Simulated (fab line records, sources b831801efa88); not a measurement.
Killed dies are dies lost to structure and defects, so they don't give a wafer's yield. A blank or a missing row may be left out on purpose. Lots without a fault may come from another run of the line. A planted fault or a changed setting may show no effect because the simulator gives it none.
A sampling plan put to the test | flow sky130 | one fab line, 6 faults that these records tell of, each judged on the records of the lots that it struck
The plan is the line's own looks: the steps of the route at which a gauge or an inspection reads the wafer and doesn't change it. A look can be judged if struck wafers have a number there and the file gives its usual mean and standard deviation on fault-free wafers. Caught: at a look after the fault's first step, the mean of the struck wafers lies 4 or more of those standard deviations (sigma) from the usual mean. On the tool: the same test on the tool's own readings at the fault's steps. Another recipe on the struck wafers, or a record that is blank for them alone, also counts as caught.

THE FAULTS, as the simulator had put them in
1. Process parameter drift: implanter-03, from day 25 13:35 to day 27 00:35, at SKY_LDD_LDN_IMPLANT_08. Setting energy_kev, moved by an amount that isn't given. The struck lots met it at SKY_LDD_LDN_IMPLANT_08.
2. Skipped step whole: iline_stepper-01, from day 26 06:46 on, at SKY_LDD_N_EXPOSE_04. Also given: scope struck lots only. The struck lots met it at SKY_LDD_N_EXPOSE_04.
3. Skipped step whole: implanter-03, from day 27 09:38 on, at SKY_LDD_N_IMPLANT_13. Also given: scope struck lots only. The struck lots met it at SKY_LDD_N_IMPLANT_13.
4. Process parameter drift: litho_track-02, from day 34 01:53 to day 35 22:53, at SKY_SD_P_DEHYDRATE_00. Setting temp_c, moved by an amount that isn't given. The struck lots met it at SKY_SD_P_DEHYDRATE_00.
5. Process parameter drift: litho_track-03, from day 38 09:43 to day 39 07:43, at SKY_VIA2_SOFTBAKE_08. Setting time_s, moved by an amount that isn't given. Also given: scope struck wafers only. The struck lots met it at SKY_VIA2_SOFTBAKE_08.
6. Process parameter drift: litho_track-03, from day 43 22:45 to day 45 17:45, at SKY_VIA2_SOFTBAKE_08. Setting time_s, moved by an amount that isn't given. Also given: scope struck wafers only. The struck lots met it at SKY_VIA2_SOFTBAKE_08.

WHAT THE PLAN SAW
fault | on the tool itself                               | first look that catches it                   | reading, sigma | median hours from its first step to that look | hours from the fault's start to the first struck lot there | judged looks passed uncaught
1     | beam_energy_keV +99 or beyond sigma              | no look after it can be judged               | -              | -                                             | -                                                          | 0
2     | no reading that can be judged                    | not the one look that can be judged after it | -              | -                                             | -                                                          | 1
3     | the tool's record is blank for the struck wafers | no look after it can be judged               | -              | -                                             | -                                                          | 0
4     | heater_power_total_W -49 sigma                   | not the one look that can be judged after it | -              | -                                             | -                                                          | 1
5     | run_length_s -99 or beyond sigma                 | no look after it can be judged               | -              | -                                             | -                                                          | 0
6     | run_length_s -99 or beyond sigma                 | no look after it can be judged               | -              | -                                             | -                                                          | 0
A dash: the fault isn't caught, or these records don't give the number.

Caught at a look: 0 of 6. Caught on the tool: 5 of 6. By one or the other: 5 of 6.
Caught on the tool alone: faults 1, 3, 4, 5, 6.
Caught by neither: fault 2.
